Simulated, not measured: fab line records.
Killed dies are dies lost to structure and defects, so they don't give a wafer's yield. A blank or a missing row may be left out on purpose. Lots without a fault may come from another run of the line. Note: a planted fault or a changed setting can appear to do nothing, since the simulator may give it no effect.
A single fault, viewed from 2 desks    flow gf180mcu    each desk has only its own numbers; what lay behind them comes last

== DESK OF THE TOOL OWNER: pvd-sputter-03 ==
At GF_TOP_METAL_SPUTTER_04 (material TiN, target thk 25 nm, time 20.8 s) the tool's own readings: per lot run on this tool, the mean of the sampled wafers that have a number. If a lot's mean is further than 4 standard deviations from the usual mean, the lot is out of limits and carries the mark OUT (the distance appears in the brackets).
Columns: A = throttle-valve-pct at GF_TOP_METAL_SPUTTER_04, usual 30.3 %
lot   first seen here  A
L921  day 30 22:56     29.3
L924  day 31 16:33     30.8
L927  day 32 13:55     31.0
L928  day 32 19:25     30.9
Finding of this desk: none of the 4 lots has anything out of limits.

== THE METROLOGY DESK ==
Means of the sampled wafers that have a number, per lot and without regard to the tool the lot ran on: this is what the gauges read. If a lot's mean is further than 4 standard deviations from the usual mean, the lot is out of limits and carries the mark OUT (the distance appears in the brackets).
Columns: A = V5_W_RS at GF_V5_RS_MEAS_24, usual 0.329 ohm/sq; B = V5_W_THK at GF_V5_THK_MEAS_25, usual 342 nm; C = TOP_METAL_ALCU_RS at GF_TOP_METAL_RS_MEAS_05, usual 0.03285 ohm/sq; D = TOP_METAL_ALCU_THK at GF_TOP_METAL_THK_MEAS_06, usual 900 nm; E = cd-nm at GF_TOP_METAL_CD_MEAS_14, usual 441.0 nm; F = TOP_METAL_OVL at GF_TOP_METAL_OVL_MEAS_15, usual 0.2 nm
lot   first seen here  A      B    C        D    E      F
L921  day 30 22:16     0.327  350  0.03260  908  437.5  0.3
L924  day 31 15:52     0.329  344  0.03276  885  439.5  -0.4
L925  day 32 02:59     0.335  334  0.03253  908  441.6  0.7
L926  day 32 06:32     0.331  340  0.03310  895  438.3  1.3
L927  day 32 13:16     0.328  340  0.03245  914  441.6  1.4
L928  day 32 18:45     0.327  346  0.03241  906  441.9  0.9
Finding of this desk: none of the 6 lots has anything out of limits.

== TAKEN TOGETHER ==
The tool owner's desk saw nothing out of limits.
The metrology desk saw nothing out of limits.

== WHAT WAS PUT IN BY THE SIMULATOR ==
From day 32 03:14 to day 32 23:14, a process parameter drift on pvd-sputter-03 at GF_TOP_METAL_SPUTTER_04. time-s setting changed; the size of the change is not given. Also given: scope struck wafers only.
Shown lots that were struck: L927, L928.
